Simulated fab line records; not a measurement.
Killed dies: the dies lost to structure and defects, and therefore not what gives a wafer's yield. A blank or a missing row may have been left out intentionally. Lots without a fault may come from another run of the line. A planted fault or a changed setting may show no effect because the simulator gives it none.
Chamber matching / flow sky130 / SKY_VIA3_CMP_02 on cmp-01: 4 sister chambers
The step polishes SiO2. 8 wafers are shown with their chamber, then 12 later ones without.

== WAFERS WITH THEIR CHAMBER ==
wafer=L081.5; chamber=2; motor-current-A (A)=12.5; platen-rpm (rpm)=59.95
wafer=L082.4; chamber=2; motor-current-A (A)=12.2; platen-rpm (rpm)=60.00
wafer=L084.2; chamber=1; motor-current-A (A)=9.7; platen-rpm (rpm)=60.01
wafer=L084.3; chamber=3; motor-current-A (A)=11.5; platen-rpm (rpm)=59.97
wafer=L084.6; chamber=3; motor-current-A (A)=11.6; platen-rpm (rpm)=60.10
wafer=L083.1; chamber=1; motor-current-A (A)=9.9; platen-rpm (rpm)=60.06
wafer=L083.3; chamber=0; motor-current-A (A)=11.6; platen-rpm (rpm)=60.05
wafer=L083.5; chamber=0; motor-current-A (A)=12.2; platen-rpm (rpm)=60.03

== WAFERS WHOSE CHAMBER IS MISSING ==
wafer=L093.1; motor-current-A (A)=11.6; platen-rpm (rpm)=60.00
wafer=L093.3; motor-current-A (A)=9.5; platen-rpm (rpm)=59.99
wafer=L093.4; motor-current-A (A)=11.4; platen-rpm (rpm)=60.02
wafer=L094.3; motor-current-A (A)=12.2; platen-rpm (rpm)=60.04
wafer=L094.4; motor-current-A (A)=10.4; platen-rpm (rpm)=60.06
wafer=L094.6; motor-current-A (A)=12.3; platen-rpm (rpm)=60.00
wafer=L095.2; motor-current-A (A)=11.9; platen-rpm (rpm)=59.99
wafer=L095.4; motor-current-A (A)=9.8; platen-rpm (rpm)=59.95
wafer=L095.5; motor-current-A (A)=12.0; platen-rpm (rpm)=60.07
wafer=L097.2; motor-current-A (A)=11.1; platen-rpm (rpm)=59.98
wafer=L097.3; motor-current-A (A)=12.5; platen-rpm (rpm)=60.05
wafer=L097.6; motor-current-A (A)=11.8; platen-rpm (rpm)=60.04

== WHICH CHAMBER EACH ONE RAN IN ==
wafer=L093.1; from the rows above=can't be placed: 3 or 0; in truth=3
wafer=L093.3; from the rows above=1; in truth=1
wafer=L093.4; from the rows above=can't be placed: 3 or 0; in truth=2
wafer=L094.3; from the rows above=can't be placed: 0 or 2 or 3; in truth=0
wafer=L094.4; from the rows above=1; in truth=1
wafer=L094.6; from the rows above=can't be placed: 2 or 0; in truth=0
wafer=L095.2; from the rows above=can't be placed: 0 or 3 or 2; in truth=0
wafer=L095.4; from the rows above=1; in truth=1
wafer=L095.5; from the rows above=can't be placed: 0 or 3 or 2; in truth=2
wafer=L097.2; from the rows above=can't be placed: 3 or 0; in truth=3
wafer=L097.3; from the rows above=can't be placed: 2 or 0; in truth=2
wafer=L097.6; from the rows above=can't be placed: 0 or 3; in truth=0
3 of 12 placed correctly. Unplaceable from these rows: 9, with the true chamber sitting among the candidates in 8. Number placed wrongly: 0.
How it was worked out, from the rows above alone: a wafer's distance from a chamber is the root of the sum, over the readings, of the square of ((its reading less the chamber's mean) divided by the reading's scatter). If the next closest chamber is less than 2 further off than the closest, the wafer can't be placed; otherwise it belongs to the closest. Each chamber's mean is taken over the wafers shown for it. The scatter: the root of (the sum of the squares of (reading less its chamber's mean) over the shown wafers, divided by (wafers less chambers)).
